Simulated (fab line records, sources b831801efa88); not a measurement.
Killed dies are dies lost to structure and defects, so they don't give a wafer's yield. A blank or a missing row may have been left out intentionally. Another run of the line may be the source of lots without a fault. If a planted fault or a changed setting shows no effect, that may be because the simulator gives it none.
Matching of chambers	flow gf180mcu	4 sister chambers for GF_V1_CMP_04 on cmp-02
The step polishes SiO2. 8 wafers are shown with their chamber, then 12 later ones without.

## WAFERS PAIRED WITH THEIR CHAMBERS
wafer	chamber	motor current A (A)	time to endpoint s (s)
L084.6	1	15.3	85
L086.3	1	15.7	86
L086.5	2	11.2	75
L087.5	2	11.1	75
L087.6	3	10.8	80
L091.1	3	11.0	67
L091.2	0	11.2	71
L091.6	0	11.7	78

## WAFERS WITHOUT THEIR CHAMBER
wafer	motor current A (A)	time to endpoint s (s)
L092.3	11.4	71
L092.5	10.8	73
L092.6	11.2	86
L093.1	11.2	70
L093.3	11.1	76
L093.4	10.7	73
L094.2	10.5	68
L094.3	15.3	74
L094.6	11.3	76
L096.1	15.1	82
L096.4	11.2	67
L096.5	15.5	87

## CHAMBER TAKEN BY EACH
wafer	from the rows above	in truth
L092.3	can't be placed: 0 or 2 or 3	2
L092.5	can't be placed: 3 or 2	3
L092.6	can't be placed: 2 or 0 or 3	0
L093.1	can't be placed: 2 or 0 or 3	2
L093.3	can't be placed: 2 or 3 or 0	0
L093.4	can't be placed: 3 or 2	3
L094.2	can't be placed: 3 or 2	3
L094.3	1	1
L094.6	can't be placed: 2 or 0 or 3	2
L096.1	1	1
L096.4	can't be placed: 2 or 3 or 0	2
L096.5	1	1
Correct placement for 3 of the 12. Unplaceable from these rows: 9, with the true chamber sitting among the candidates in 9. Number placed wrongly: 0.
How it was worked out, from the rows above alone: a wafer's distance from a chamber is the root of the sum, over the readings, of the square of ((its reading less the chamber's mean) divided by the reading's scatter). If the next closest chamber is less than 2 further off than the closest, the wafer can't be placed; otherwise it belongs to the closest. The mean given for a chamber averages the wafers shown for that chamber. How the scatter is found: for the shown wafers, subtract from each reading the mean of its chamber, square and add these, divide the total by (wafers less chambers), then take the root.
